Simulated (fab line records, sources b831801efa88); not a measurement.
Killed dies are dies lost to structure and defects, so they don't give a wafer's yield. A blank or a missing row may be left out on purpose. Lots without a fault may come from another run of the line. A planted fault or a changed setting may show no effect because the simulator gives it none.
A struck lot beside a sound one | flow sky130 | 18 steps out of a route of 708
Sound: wafers L727.2, L727.5, L727.6. Struck: wafers L741.4, L741.5. (L741.3 of the same lot was not struck and is left out.) The cause comes at the end.
At each step with rows: each side's tool, then ch and its chambers, then its first start. Under that, the readings that differ: sound wafers | struck wafers | difference of the means | sigmas: that difference in standard deviations of wafers without a fault.
alike: readings whose means differ by less than 2 such deviations, and words and numbers that are the same on both sides. not compared: withheld readings, readings that some wafer has no value for, bounds like >300 that may hide the same value, and numbers for which the record gives no deviation and whose values overlap.
The two part at a step that has a row with sigmas, a row that says differs or no value, or rows on one side only. Numbers that don't overlap but have no deviation are shown without sigmas and don't part them. A reading that every wafer of one side lacks parts them only if that side has two wafers or more.

first, 3 steps without rows for these wafers: SKY_VIA1_EXPOSE_09 (exposes mask VIM, target cd 150 nm); SKY_VIA1_PEB_10; SKY_VIA1_DEVELOP_11 (develop time 60 s).
SKY_VIA1_CD_MEAS_12: target cd 150 nm.
  sound on cd_sem-02, day 36 02:17; struck on cd_sem-01, day 40 03:58
  reading    | sound             | struck      | difference | sigmas
  cd_nm (nm) | 148.0 148.3 149.1 | 153.1 152.1 | +4.1       | +2
SKY_VIA1_OVL_MEAS_13:
  sound on overlay-01, day 36 02:23; struck on overlay-01, day 40 04:03
  alike: VIA1_OVL
SKY_VIA1_ETCH_14: etches BARC in N2/H2, stops on SiO2, time 45.9 s, target depth 60 nm.
  sound on rie_diel-03 ch 2,3, day 36 02:25; struck on rie_diel-02 ch 0,2, day 40 04:04
  alike: drypump_motor_current_A, oes_product_au, throttle_valve_pct
  not compared: rf_hours_counter_h
SKY_VIA1_ETCH_15: etches SiO2 in C4F8/O2/Ar, stops on TiN, target depth 351 nm, time 54 s.
  sound on rie_diel-03 ch 2,3, day 36 02:28; struck on rie_diel-02 ch 0,2, day 40 04:07
  alike: oes_product_au
  not compared: rf_hours_counter_h
SKY_VIA1_STRIP_16: strips in O2/N2.
  sound on plasma_asher-01 ch 0,1, day 36 02:31; struck on plasma_asher-01 ch 1, day 40 04:11
  alike: drypump_motor_current_A, oes_product_au, strip_time_to_endpoint_s
  not compared: rf_hours_counter_h
then, 3 steps without rows for these wafers: SKY_VIA1_STRIP_17 (strips in post etch residue remover, time 1200 s); SKY_VIA1_CLEAN_18 (cleans in IPA, time 180 s); SKY_VIA1_CLEAN_19 (cleans in O3/DIW).
SKY_VIA1_SPUTTER_20: material TiN, target thk 20 nm, time 80 s.
  sound on pvd_sputter-01, day 36 03:07; struck on pvd_sputter-03, day 40 04:45
  alike: cathode_dc_power_W, throttle_valve_pct
SKY_VIA1_CVD_21: deposits W, target thk 270 nm, time 80.902 s.
  sound on cvd_w-01 ch 0,1, day 36 03:10; struck on cvd_w-02 ch 0, day 40 04:50
  reading                            | sound             | struck      | difference | sigmas
  model.W_of_VIA1_CVD_21.thk_nm (nm) | 272.3 276.1 270.9 | 191.9 194.8 | -79.8      |
  alike: chamber_pressure_Torr, heater_power_w
SKY_VIA1_RS_MEAS_22: measures by four-point-probe.
  sound on film_metro-01, day 36 03:17; struck on film_metro-02, day 40 04:57
  reading            | sound             | struck      | difference | sigmas
  VIA1_W_RS (ohm/sq) | 0.422 0.417 0.425 | 0.602 0.592 | +0.176     | +39
SKY_VIA1_THK_MEAS_23: measures by xrf.
  sound on film_metro-01, day 36 03:24; struck on film_metro-02, day 40 05:03
  reading         | sound       | struck  | difference | sigmas
  VIA1_W_THK (nm) | 285 290 283 | 199 202 | -86        | -27
SKY_VIA1_CMP_24: polishes, stops on SiO2, t overpolish 15 s, target thk 0 nm.
  sound on cmp-02 ch 0,1,2, day 36 03:33; struck on cmp-02 ch 1,3, day 40 05:05
  reading                | sound          | struck    | difference | sigmas
  time_to_endpoint_s (s) | 63.1 64.0 63.8 | 45.7 44.2 | -18.7      | -7
  alike: edge_zone_pressure_frac, motor_current_A
SKY_METAL2_SPUTTER_00: material Ti, target thk 15 nm, time 10 s.
  sound on pvd_sputter-03, day 36 03:45; struck on pvd_sputter-02, day 40 05:23
  alike: cathode_dc_power_W, throttle_valve_pct
SKY_PAD_OPEN_PROBE_99:
  the record has rows for the sound wafers here (prober-01, day 47 11:59) and none for the struck ones

WHERE THEY PART
First at SKY_VIA1_CD_MEAS_12; last, within this record, at SKY_PAD_OPEN_PROBE_99.

WHY: what the simulator had put in
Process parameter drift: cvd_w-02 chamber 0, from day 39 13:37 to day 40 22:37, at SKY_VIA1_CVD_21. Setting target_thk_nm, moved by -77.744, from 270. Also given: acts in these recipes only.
